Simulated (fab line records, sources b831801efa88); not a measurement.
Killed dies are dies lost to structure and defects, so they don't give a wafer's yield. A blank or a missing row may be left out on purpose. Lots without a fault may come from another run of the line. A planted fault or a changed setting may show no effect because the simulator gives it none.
fab line records | flow gf180mcu | part 2 of 2: steps 28 to 37 of 37
record lots=5 wafers=15 last_day=33
route steps=602 shown V5@565 TOP_METAL@567 PASSIVATION@587
lots that met no fault: from a run of the same line without faults
start_h: hours from the record's first day to the start of the lot's first wafer shown | wait_h: hours since the lot's step before | " the same as in the row above | L1.1+2: a row that stands for several wafers | - no value, or no start given | * or withheld: withheld | < > ~ a bound
route shown NAME@n: a module of which the file shows steps, and the number in the route of the first | usual: mean/standard deviation of fault-free wafers | same: alike in all rows | chamber/n: place in a boat | sites: the reading at each site | _std_site: their standard deviation | _edge_site: outer sites' mean less inner sites' | radius_mm: how far each site lies from the wafer's centre | mask NAME#n: copy n | behind: the tool/chamber that last shaped the wafer | hold: why the lot was held/for how many hours/how that ended | device: the transistor (n, p or np) that didn't switch | end of line: the same wafers' tests at the end of the route | a step without rows: its recipe alone | killed: dies lost to structure and defects at the first sort, not the wafer's yield | map: a wafer's dies, x killed, . not, _ none there
set.NAME: the setting as run; set.NAME@STEP: as run at that earlier step | model.NAME: the simulator's own value behind a step, which no gauge read
lots at some steps of the route; a table a step, a row a wafer
services: from which hour (start_h, from the record's first day; less than 0 if before it) a tool's chamber was out of use, for how many hours, and why
## steps
# step GF_PASSIVATION_HMDS_05
# recipe prime_time_s=60 prime_temp_c=120
# usual prime_temp_c=120.02/0.14
# columns lot.wafer tool chamber start_h wait_h prime_temp_c
L077.2 litho_track-02 0 689.56 0.1 119.80
L077.3 " 0 " " 119.90
L077.6 " 0 " " 119.74
L078.1 litho_track-03 0 690.39 0.1 120.06
L078.5 " 0 " " 119.80
L078.6 " 0 " " 120.00
L083.1 litho_track-02 0 722.93 0.1 120.07
L083.2 " 0 " " 119.74
L083.3 " 0 " " 119.66
L091.2 litho_track-01 0 773.86 0.1 120.10
L091.3 " 0 " " 120.29
L091.5 " 0 " " 120.20
L093.1 litho_track-01 0 783.88 0.1 120.21
L093.5 " 0 " " 120.32
L093.6 " 0 " " 119.97
# step GF_PASSIVATION_COAT_06
# recipe spin_rpm=2000 resist_thk_nm=4000
# usual dispense_pressure_kPa=51/4.8
# columns lot.wafer tool chamber start_h wait_h dispense_pressure_kPa
L077.2 litho_track-02 0 689.71 0.1 56
L077.3 " 0 " " 56
L077.6 " 0 " " 56
L078.1 litho_track-03 0 690.54 0.1 45
L078.5 " 0 " " 45
L078.6 " 0 " " 45
L083.1 litho_track-02 0 723.08 0.1 56
L083.2 " 0 " " 56
L083.3 " 0 " " 56
L091.2 litho_track-01 0 774.01 0.1 54
L091.3 " 0 " " 53
L091.5 " 0 " " 54
L093.1 litho_track-01 0 784.03 0.1 54
L093.5 " 0 " " 54
L093.6 " 0 " " 54
# step GF_PASSIVATION_SOFTBAKE_07
# recipe temp_c=110 time_s=withheld
# columns lot.wafer tool chamber start_h wait_h
L077.2+3+6 litho_track-02 0 689.86 0.1
L078.1+5+6 litho_track-03 0 690.69 0.1
L083.1+2+3 litho_track-02 0 723.23 0.1
L091.2+3+5 litho_track-01 0 774.16 0.1
L093.1+5+6 litho_track-01 0 784.18 0.1
# step GF_PASSIVATION_EXPOSE_08
# recipe mask_id=Pad target_cd_nm=40000 na=0.57 dose_mj=310
# usual exposure_dose_mJ_cm2=309.95/0.28
# columns lot.wafer tool chamber start_h wait_h mask exposure_dose_mJ_cm2
L077.2 iline_stepper-02 0 - - Pad#0 309.95
L077.3 " 0 " " Pad#0 309.90
L077.6 " 0 " " Pad#0 310.01
L078.1 iline_stepper-01 0 - - Pad#0 309.66
L078.5 " 0 " " Pad#0 309.78
L078.6 " 0 " " Pad#0 310.19
L083.1 iline_stepper-02 0 - - Pad#0 309.92
L083.2 " 0 " " Pad#0 309.87
L083.3 " 0 " " Pad#0 310.05
L091.2 iline_stepper-01 0 - - Pad#0 309.68
L091.3 " 0 " " Pad#0 309.82
L091.5 " 0 " " Pad#0 309.76
L093.1 iline_stepper-01 0 - - Pad#0 309.35
L093.5 " 0 " " Pad#0 309.69
L093.6 " 0 " " Pad#0 310.00
# step GF_PASSIVATION_PEB_09
# recipe temp_c=115 time_s=withheld
# columns lot.wafer tool chamber start_h wait_h
L077.2+3+6 litho_track-02 0 - -
L078.1+5+6 litho_track-03 0 - -
L083.1+2+3 litho_track-02 0 - -
L091.2+3+5 litho_track-03 0 - -
L093.1+5+6 litho_track-03 0 - -
# step GF_PASSIVATION_DEVELOP_10
# recipe develop_time_s=60 dev_temp_c=23
# columns lot.wafer tool chamber start_h wait_h
L077.2+3+6 litho_track-02 0 - -
L078.1+5+6 litho_track-03 0 - -
L083.1+2+3 litho_track-02 0 - -
L091.2+3+5 litho_track-03 0 - -
L093.1+5+6 litho_track-03 0 - -
# step GF_PASSIVATION_ETCH_11
# recipe chemistry=CF4/O2 target_depth_nm=2040 stop_on=TiN source_w=800 bias_w=150 pressure_mtorr=150 cf4_flow_sccm=80 O2_flow_sccm=10 time_s=453.3
# usual drypump_motor_current_A=5.7/0.49 oes_product_au=0.991/0.006 throttle_valve_pct=5.968/0.0082
# columns lot.wafer tool chamber start_h wait_h drypump_motor_current_A oes_product_au rf_hours_counter_h throttle_valve_pct
L077.2 rie_diel-01 1 699.63 - 5.4 0.989 24 5.979
L077.3 " 0 " " 5.7 0.992 44 5.958
L077.6 " 2 " " 5.3 0.997 - 5.979
L078.1 rie_diel-04 2 700.29 - 5.6 0.992 1 5.975
L078.5 " 3 " " 6.7 0.993 - 5.968
L078.6 " 2 " " 5.6 0.988 - 5.971
L083.1 rie_diel-01 0 732.03 - 5.7 1.004 45 5.966
L083.2 " 1 " " 5.4 0.981 25 5.974
L083.3 " 3 " " 5.0 0.990 12 5.957
L091.2 rie_diel-03 2 781.89 - 5.9 0.980 19 5.975
L091.3 " 3 " " 6.4 0.980 15 5.950
L091.5 " 3 " " 6.4 0.990 - 5.965
L093.1 rie_diel-04 3 791.94 - 6.7 1.000 30 5.972
L093.5 " 3 " " 6.7 0.999 - 5.968
L093.6 " 2 " " 5.6 0.999 - 5.977
# step GF_PASSIVATION_STRIP_12
# recipe chemistry=O2/N2 power_w=1400 pressure_mtorr=1500 platen_temp_c=250 o2_flow_sccm=3000 n2_flow_sccm=300 overash_fraction=0.5
# usual drypump_motor_current_A=5.6/0.44 heater_power_w=343/30 o2_flow_sccm=3000/8.8 oes_product_au=0.718/0.0043 strip_time_to_endpoint_s=32.95/0.26
# columns lot.wafer tool chamber start_h wait_h drypump_motor_current_A heater_power_w o2_flow_sccm oes_product_au rf_hours_counter_h strip_time_to_endpoint_s
L077.2 plasma_asher-03 0 699.90 0.1 5.3 363 3012 0.723 109 33.21
L077.3 " 0 " " 5.4 369 2996 0.724 - 32.87
L077.6 " 1 " " 5.8 367 2998 0.719 - 32.85
L078.1 plasma_asher-03 0 700.56 0.1 5.4 365 2992 0.718 109 32.81
L078.5 " 1 " " 5.9 359 2993 0.727 - 32.67
L078.6 " 0 " " 5.4 362 3008 0.717 - 32.93
L083.1 plasma_asher-01 0 732.30 0.1 5.2 317 3014 0.717 101 32.63
L083.2 " 1 " " 5.7 388 2993 0.708 101 33.11
L083.3 " 0 " " 5.3 311 3000 0.721 - 33.00
L091.2 plasma_asher-03 0 782.16 0.1 5.4 355 3008 0.720 4 33.50
L091.3 " 1 " " 5.9 387 2998 0.715 - 32.77
L091.5 " 0 " " 5.4 357 3008 0.719 - 32.79
L093.1 plasma_asher-03 0 792.21 0.1 5.4 353 3010 0.711 5 32.89
L093.5 " 1 " " 5.9 370 3007 0.716 - 32.99
L093.6 " 0 " " 5.4 354 3007 0.721 - 32.94
# step GF_PASSIVATION_ANNEAL_13
# recipe temp_c=400 time_s=1800 ambient=N2/H2 idle_temp_c=300 ramp_up_c_per_min=10 ramp_down_c_per_min=3
# columns lot.wafer tool chamber start_h wait_h
L077.2+3+6 furnace-02 0 700.00 0.1
L078.1+5+6 furnace-01 0 700.94 0.3
L083.1+2+3 furnace-02 0 732.40 0.1
L091.2+3+5 furnace-01 0 782.26 0.1
L093.1+5+6 furnace-01 0 792.31 0.1
# step GF_PASSIVATION_BOW_MEAS_14
# recipe mode=bow
# usual PASSIVATION_BOW=136/9.6
# columns lot.wafer tool chamber start_h wait_h PASSIVATION_BOW[um]
L077.2 film_metro-01 - 701.52 0.0 137
L077.3 " - " " 130
L077.6 " - " " 140
L078.1 film_metro-01 - 702.44 0.0 147
L078.5 " - " " 133
L078.6 " - " " 131
L083.1 film_metro-03 - 733.90 0.0 144
L083.2 " - " " 140
L083.3 " - " " 154
L091.2 film_metro-02 - 783.81 0.0 148
L091.3 " - " " 145
L091.5 " - " " 148
L093.1 film_metro-02 - 793.86 0.0 159
L093.5 " - " " 153
L093.6 " - " " 160
## services
# columns tool chamber start_h hours kind
pvd_sputter-03 - 645.80 3.4 repair
pecvd-02 0 649.96 12.7 repair
iline_stepper-02 - 650.84 1.7 pm
pvd_sputter-02 - 657.05 11.6 repair
pecvd-02 1 661.10 12.2 repair
pvd_sputter-02 - 662.86 3.9 repair
pvd_sputter-02 - 676.05 4.9 repair
cmp-01 - 681.57 2.3 repair
cmp-01 - 690.19 0.9 repair
iline_stepper-01 - 693.22 1.7 pm
wet_bench-02 - 695.56 4.3 repair
pecvd-02 2 702.26 7.1 repair
pvd_sputter-02 - 706.42 11.7 repair
plasma_asher-01 - 707.20 4.1 repair
cmp-01 - 724.37 4.4 repair
rie_metal-04 1 724.88 9.9 repair
pvd_sputter-03 - 725.66 1.5 repair
plasma_asher-03 - 733.75 9.0 pm
iline_stepper-01 - 735.14 2.1 pm
iline_stepper-02 - 751.67 0.7 repair
cmp-01 - 752.10 2.1 repair
cmp-01 - 760.22 9.2 pm
pvd_sputter-03 - 771.96 5.6 repair
pecvd-02 1 782.07 20.6 repair
